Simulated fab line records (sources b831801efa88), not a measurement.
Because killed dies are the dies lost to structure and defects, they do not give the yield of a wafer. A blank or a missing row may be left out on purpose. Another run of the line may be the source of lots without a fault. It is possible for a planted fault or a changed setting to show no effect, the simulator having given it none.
Split-lot study -- flow gf180mcu -- on a route of 602 steps: 5 lots, 23 wafers read

== THE SPLIT ITSELF ==
At GF_STI_OXIDATION_29 (stabilise 600 s, purge 300 s, target thk 10 nm), the setting temp c was moved away from the recipe's 900 C on 20 of the 23 wafers read, by -2.6% to +2.8%. All remaining wafers had this setting at the recipe value.

Between the split and the reading, the file records no step.

== THE READING ==
At GF_STI_THK_MEAS_30: STI_OXIDATION_02_THK, given in nm. A value of 10.06 nm with a standard deviation of 0.13 nm is what fault-free wafers of this fab line usually give.

wafer,"tool, chamber at the split","temp c as run, C",against the recipe,"STI_OXIDATION_02_THK, nm",against lot-mates on the recipe
L074.1,"-, -",876.3,-2.6%,7.83,no lot-mate on the recipe
L074.2,"-, -",876.3,-2.6%,7.91,no lot-mate on the recipe
L074.3,"-, -",876.3,-2.6%,7.73,no lot-mate on the recipe
L074.4,"-, -",876.3,-2.6%,7.59,no lot-mate on the recipe
L074.5,"-, -",876.3,-2.6%,7.77,no lot-mate on the recipe
L076.1,"-, -",925.3,+2.8%,13.02,no lot-mate on the recipe
L076.3,"-, -",925.3,+2.8%,13.06,no lot-mate on the recipe
L076.4,"-, -",925.3,+2.8%,12.96,no lot-mate on the recipe
L076.5,"-, -",925.3,+2.8%,12.99,no lot-mate on the recipe
L076.6,"-, -",925.3,+2.8%,13.00,no lot-mate on the recipe
L079.1,"furnace-02, 0",900,recipe,10.08,-
L079.4,"furnace-02, 0",900,recipe,9.98,-
L079.5,"furnace-02, 0",900,recipe,10.13,-
L080.1,"-, -",882.6,-1.9%,8.28,no lot-mate on the recipe
L080.2,"-, -",882.6,-1.9%,8.52,no lot-mate on the recipe
L080.3,"-, -",882.6,-1.9%,8.52,no lot-mate on the recipe
L080.5,"-, -",882.6,-1.9%,8.35,no lot-mate on the recipe
L080.6,"-, -",882.6,-1.9%,8.33,no lot-mate on the recipe
L083.2,"-, -",918.3,+2.0%,11.99,no lot-mate on the recipe
L083.3,"-, -",918.3,+2.0%,12.10,no lot-mate on the recipe
L083.4,"-, -",918.3,+2.0%,12.06,no lot-mate on the recipe
L083.5,"-, -",918.3,+2.0%,11.93,no lot-mate on the recipe
L083.6,"-, -",918.3,+2.0%,12.22,no lot-mate on the recipe

FIT RESULTS
A straight line over all 23 wafers: STI_OXIDATION_02_THK changes by +0.949 nm for each +1% of temp c; r = +1.00; the points scatter about the line by 0.13 nm.
Too few moved wafers with a lot-mate on the recipe to fit a line net of each lot's own level.

== THE WHOLE CHAIN: every reading that the file lists as answering this split, in the file's order ==
step,what it does,reading,change (the file's fit),r (the file's)
GF_STI_OXIDATION_29,"stabilise 600 s, purge 300 s, target thk 10 nm","SiO2_of_STI_OXIDATION_29.thk nm (the simulator's own value, which no gauge read)",+0.953 nm for each +1% of the setting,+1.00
GF_STI_THK_MEAS_30,,STI_OXIDATION_02_THK,+0.949 for each +1% of the setting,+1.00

== FILE'S OWN FIT ==
STI_OXIDATION_02_THK changes by +0.949 nm for each +1% of temp c, r = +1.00.
